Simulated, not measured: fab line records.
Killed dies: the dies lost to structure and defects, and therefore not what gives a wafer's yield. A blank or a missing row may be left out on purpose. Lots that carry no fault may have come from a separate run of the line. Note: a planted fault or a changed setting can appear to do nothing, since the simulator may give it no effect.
One fault through the eyes of 2 desks ; flow gf180mcu ; what lay behind the numbers comes last; until then each desk has only its own

== THE TOOL OWNER'S DESK: pecvd-01 ==
The tool's own readings at GF_MIM_CVD_05 (deposits Si3N4, target thk 42 nm, time 29.086 s): means of the sampled wafers that have a number, for each lot that ran on this tool. A lot is out of limits, marked OUT, if its mean lies more than 4 standard deviations from the usual mean; the brackets give that distance.
Columns: A = heaterPowerW at GF_MIM_CVD_05, usual 610 W; B = runLengthS at GF_MIM_CVD_05, usual 57.1 s; C = tempMaxC at GF_MIM_CVD_05, usual 399.98 C
lot;first seen here;A;B;C
L917;day 24 08:04;548;57.2;400.05
L919;day 25 04:01;638;56.9;399.86
L926;day 27 16:15;580;56.9;400.11
L927;day 27 21:05;623;57.0;399.88
L930;day 28 18:35;662;57.0;400.02
L931;day 29 06:42;543;56.9;399.80
L936;day 30 12:06;670;56.8;400.06
L939;day 31 02:46;703;61.0 (+8.4) OUT;400.23
This desk finds L939 out of limits, L939 being first, at day 31 02:46 (runLengthS at GF_MIM_CVD_05). L917, L919, L926, L927, L930, L931, L936 stayed within limits.

== METROLOGY DESK ==
Means of the sampled wafers that have a number, per lot and without regard to the tool the lot ran on: this is what the gauges read. A lot is out of limits, marked OUT, if its mean lies more than 4 standard deviations from the usual mean; the brackets give that distance.
Columns: A = V4_W_RS at GF_V4_RS_MEAS_24, usual 0.328 ohm/sq; B = V4_W_THK at GF_V4_THK_MEAS_25, usual 352 nm; C = MIM_CVD_05_THK at GF_MIM_THK_MEAS_06, usual 42.1 nm
lot;first seen here;A;B;C
L917;day 24 07:25;0.324;357;42.2
L919;day 25 03:19;0.328;354;42.0
L921;day 26 06:14;0.331;347;42.2
L922;day 26 11:50;0.326;352;42.6
L923;day 27 03:26;0.330;357;42.2
L925;day 27 08:41;0.327;359;42.0
L926;day 27 15:35;0.334;351;41.3
L927;day 27 20:25;0.327;349;42.0
L928;day 28 08:43;0.337;343;42.4
L930;day 28 17:55;0.326;354;41.8
L931;day 29 06:02;0.321;360;41.8
L936;day 30 11:26;0.330;350;42.5
L939;day 31 02:06;0.328;348;48.0 (+12) OUT
This desk's finding: out of limits on L939; first on L939, day 31 02:49 (MIM_CVD_05_THK at GF_MIM_THK_MEAS_06). L917, L919, L921, L922, L923, L925, L926, L927, L928, L930, L931, L936 stayed within limits.

== BROUGHT TOGETHER ==
The tool owner's desk had the chance to raise an alarm at day 31 02:46 on L939.
On L939, the metrology desk was in a position to raise an alarm at day 31 02:49.
GF_MIM_CVD_05 was run on pecvd-01 by each of the lots named.

== WHAT THE SIMULATOR PUT IN ==
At GF_MIM_CVD_05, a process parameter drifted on pecvd-01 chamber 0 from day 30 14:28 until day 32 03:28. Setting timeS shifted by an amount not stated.
Struck lots among those shown: L939.
Hours from the fault's start to each desk's first reading out of limits: the tool owner's desk, 12; the metrology desk, 12.
